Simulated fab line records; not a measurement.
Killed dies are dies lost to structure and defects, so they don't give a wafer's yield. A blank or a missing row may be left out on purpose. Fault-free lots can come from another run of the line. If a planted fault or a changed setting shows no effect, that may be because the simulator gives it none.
A single fault, viewed from 2 desks | flow gf180mcu | each desk holds nothing but its own numbers, with what lay behind them at the end

== METROLOGY DESK ==
Means of the sampled wafers that have a number, per lot and without regard to the tool the lot ran on: this is what the gauges read. A lot is out of limits, marked OUT, if its mean lies more than 4 standard deviations from the usual mean; the brackets give that distance.
Columns: A = STI_OXIDATION_02_THK at GF_STI_THK_MEAS_30, usual 10.46 nm; B = cd nm at GF_PSD_CD_MEAS_07, usual 399.9 nm; C = PSD_TW at GF_PSD_TW_MEAS_11, usual 3191
lot  | first seen here | A     | B     | C
L551 | day 2 07:24     | 10.51 | 400.8 | 3198
L552 | day 2 11:01     | 10.28 | 402.2 | 3145
L554 | day 2 20:45     | 10.46 | 399.2 | 3241
L555 | day 3 02:52     | 10.74 | 399.4 | 3099
L556 | day 3 08:47     | 10.43 | 401.0 | 3234
L557 | day 3 12:38     | 10.47 | 400.4 | 3242
L562 | day 4 20:02     | 10.45 | 399.7 | 3201
L563 | day 4 22:50     | 10.67 | 404.1 | 3190
L567 | day 5 17:56     | 10.16 | 397.4 | 3186
L568 | day 5 21:03     | 10.22 | 400.9 | 3149
L570 | day 6 08:34     | 10.56 | 399.4 | 3240
L572 | day 6 17:40     | 10.55 | 395.0 | 3216
L573 | day 6 22:37     | 10.68 | 397.3 | 3237
L574 | day 7 04:50     | 10.57 | 400.5 | 3231
This desk found nothing out of limits on any of the 14 lots.

== DESK OF THE TOOL OWNER: litho track-04 ==
The tool's own readings at GF_POLY_GATE_PEB_08 (peb time 90 s): means of the sampled wafers that have a number, for each lot that ran on this tool. A lot is out of limits, marked OUT, if its mean lies more than 4 standard deviations from the usual mean; the brackets give that distance.
Columns: A = heater power total W at GF_POLY_GATE_PEB_08, usual 85.70 W
lot  | first seen here | A
L551 | day 9 03:59     | 85.63
L556 | day 10 16:47    | 85.69
L562 | day 12 19:53    | 87.20 (+19) OUT
L563 | day 13 01:04    | 87.28 (+20) OUT
Finding of this desk: L562, L563 out of limits; the first was L562 at day 12 19:53, on heater power total W at GF_POLY_GATE_PEB_08. In limits: L551, L556.

== BROUGHT TOGETHER ==
The tool owner's desk had the chance to raise an alarm at day 12 19:53 on L562, L563.
The metrology desk saw nothing out of limits.
The metrology desk holds a record of L562, L563, inside its limits.
On litho track-04, each named lot ran GF_POLY_GATE_PEB_08.

== WHAT HAD BEEN PUT IN BY THE SIMULATOR ==
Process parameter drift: litho track-04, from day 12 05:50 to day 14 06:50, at GF_POLY_GATE_PEB_08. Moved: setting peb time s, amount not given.
Lots struck among those shown: L562, L563.
Delay in hours, fault start to first out-of-limits reading, by desk: the tool owner's desk at 14.
